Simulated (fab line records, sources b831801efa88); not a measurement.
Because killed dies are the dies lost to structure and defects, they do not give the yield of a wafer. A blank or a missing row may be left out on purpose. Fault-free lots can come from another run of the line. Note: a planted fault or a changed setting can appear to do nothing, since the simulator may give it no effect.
Which tool was responsible? | flow gf180mcu | 33 wafers from 11 lots sampled at 2 of the route's 602 steps

## WHAT THE GAUGES READ, wafer by wafer
GF_TOP_METAL_OVL_MEAS_15.
lot  | measured     | on         | TOP_METAL_OVL (nm)
L918 | day 28 17:15 | overlay-02 | 0.8 0.5 0.4
L919 | day 28 23:06 | overlay-01 | 0.2 -1.3 0.2
L921 | day 29 16:09 | overlay-02 | 0.4 -0.6 -1.7
L922 | day 29 20:54 | overlay-02 | 1.8 1.1 1.1
L926 | day 31 09:19 | overlay-01 | -1.1 -1.7 0.3
L929 | day 32 00:26 | overlay-02 | 1.0 -0.1 0.2
L930 | day 32 08:36 | overlay-01 | 1.4 0.9 0.5
L931 | day 32 12:35 | overlay-01 | 0.7 -0.9 -0.7
L932 | day 32 17:05 | overlay-02 | -0.6 0.9 -0.1
L937 | day 33 22:21 | overlay-02 | 1.1 2.7 2.1
L939 | day 34 11:43 | overlay-01 | -0.2 -0.7 -0.2

## WHAT TOOL EACH LOT RAN ON (gives the tool, then ch and the chambers of the sampled wafers, and finally the start)
lot  | GF_V5_ETCH_17
L918 | rie diel-01 ch 1,2,3, day 28 17:15 or earlier
L919 | rie diel-02 ch 0,3, day 28 23:06 or earlier
L921 | rie diel-02 ch 0,2,3, day 29 16:09 or earlier
L922 | rie diel-01 ch 0,2,3, day 29 20:54 or earlier
L926 | rie diel-01 ch 0,1,2, day 31 09:19 or earlier
L929 | rie diel-02 ch 1,3, day 32 00:26 or earlier
L930 | rie diel-04 ch 0,1, day 32 08:36 or earlier
L931 | rie diel-01 ch 0,1,3, day 32 12:35 or earlier
L932 | rie diel-04 ch 0,1,3, day 32 17:05 or earlier
L937 | rie diel-04 ch 1,2,3, day 33 22:21 or earlier
L939 | rie diel-02 ch 1,2,3, day 34 11:43 or earlier
- GF_V5_ETCH_17: etches SiO2 in C4F8/O2/Ar, stops on TiN, target depth 855 nm.

## THE ANSWER, worked out from the rows above alone
Rule: the usual values come from the lots themselves. The widest of any qualifying gaps counts: lots, ordered by their means at a reading, are off when they make up no more than a third of the lots, leave a main group of 4 or more, and stand apart from it by 3 or more times the standard deviation of that group's means. The tables above print the reading to a certain number of digits; a main group whose means all agree to those digits is not used. A lot without any number at a reading at which 4 lots or more have one is off too. All remaining lots with rows at the step are treated as sound.
Nothing can be told from this: no lot is off at any reading shown.

## WHAT WAS PUT IN BY THE SIMULATOR
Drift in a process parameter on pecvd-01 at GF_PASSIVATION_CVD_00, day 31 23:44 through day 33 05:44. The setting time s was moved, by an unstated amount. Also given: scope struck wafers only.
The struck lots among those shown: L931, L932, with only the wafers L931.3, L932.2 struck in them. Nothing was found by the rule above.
